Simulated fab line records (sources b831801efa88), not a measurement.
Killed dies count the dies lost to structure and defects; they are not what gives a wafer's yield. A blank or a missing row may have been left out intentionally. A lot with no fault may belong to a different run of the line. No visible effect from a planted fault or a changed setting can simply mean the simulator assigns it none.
The tool behind it: which one?    flow gf180mcu    18 wafers from 6 lots sampled at 4 of the route's 602 steps

WHAT THE GAUGES READ, wafer by wafer
GF_NSD_CD_MEAS_07: target cd 400 nm.
lot   measured      on         cd_nm (nm)
L213  day 13 21:25  cd_sem-01  402.9 404.9 404.3
L215  day 14 13:55  cd_sem-01  396.0 397.0 396.0
L217  day 14 19:40  cd_sem-02  401.2 401.5 399.4
L227  day 18 07:12  cd_sem-01  390.0 389.3 387.9
L231  day 19 22:04  cd_sem-02  401.7 402.9 403.8
L233  day 20 10:41  cd_sem-02  399.6 398.5 401.6

WHICH TOOL RAN EACH LOT (tool, then ch and the chambers of the sampled wafers, then the start)
lot   GF_POLY_GATE_STRIP_14                 GF_HV_LDD_STRIP_37                    GF_NSD_EXPOSE_04
L213  plasma_asher-01 ch 0,1, day 9 16:04   plasma_asher-04 ch 0,1, day 12 01:10  iline_stepper-01 ch 0, day 13 10:52
L215  plasma_asher-01 ch 0,1, day 10 06:01  plasma_asher-04 ch 0,1, day 12 16:40  iline_stepper-01 ch 0, day 14 03:48
L217  plasma_asher-02 ch 0,1, day 10 13:56  plasma_asher-04 ch 0,1, day 13 00:02  iline_stepper-02 ch 0, day 14 09:37
L227  plasma_asher-02 ch 0,1, day 13 12:01  plasma_asher-01 ch 0,1, day 16 06:39  iline_stepper-01 ch 0, day 17 20:16
L231  plasma_asher-03 ch 0,1, day 14 20:19  plasma_asher-01 ch 0,1, day 17 18:33  iline_stepper-02 ch 0, day 19 10:23
L233  plasma_asher-02 ch 0,1, day 15 08:36  plasma_asher-03 ch 0,1, day 18 07:00  iline_stepper-02 ch 0, day 19 22:35
- GF_POLY_GATE_STRIP_14: strips in O2/N2.
- GF_HV_LDD_STRIP_37: strips in O2/N2.
- GF_NSD_EXPOSE_04: exposes mask Nplus, target cd 400 nm.

THE ANSWER, worked out from the rows above alone
Rule: what is usual is taken from the lots themselves. Put in order of their means at a reading, lots are off if they are a third of the lots or fewer, leave a main group of 4 or more, and stand apart from it by a gap of 3 or more times the standard deviation of the main group's means; of several such gaps the widest counts. Not used: any main group whose means are identical at the precision the tables above print for the reading. A lot without any number at a reading at which 4 lots or more have one is off too. Where the step has rows for the other lots, those lots are counted as sound.
None of the lots is off at any reading shown; this tells nothing.

WHAT HAD BEEN PUT IN BY THE SIMULATOR
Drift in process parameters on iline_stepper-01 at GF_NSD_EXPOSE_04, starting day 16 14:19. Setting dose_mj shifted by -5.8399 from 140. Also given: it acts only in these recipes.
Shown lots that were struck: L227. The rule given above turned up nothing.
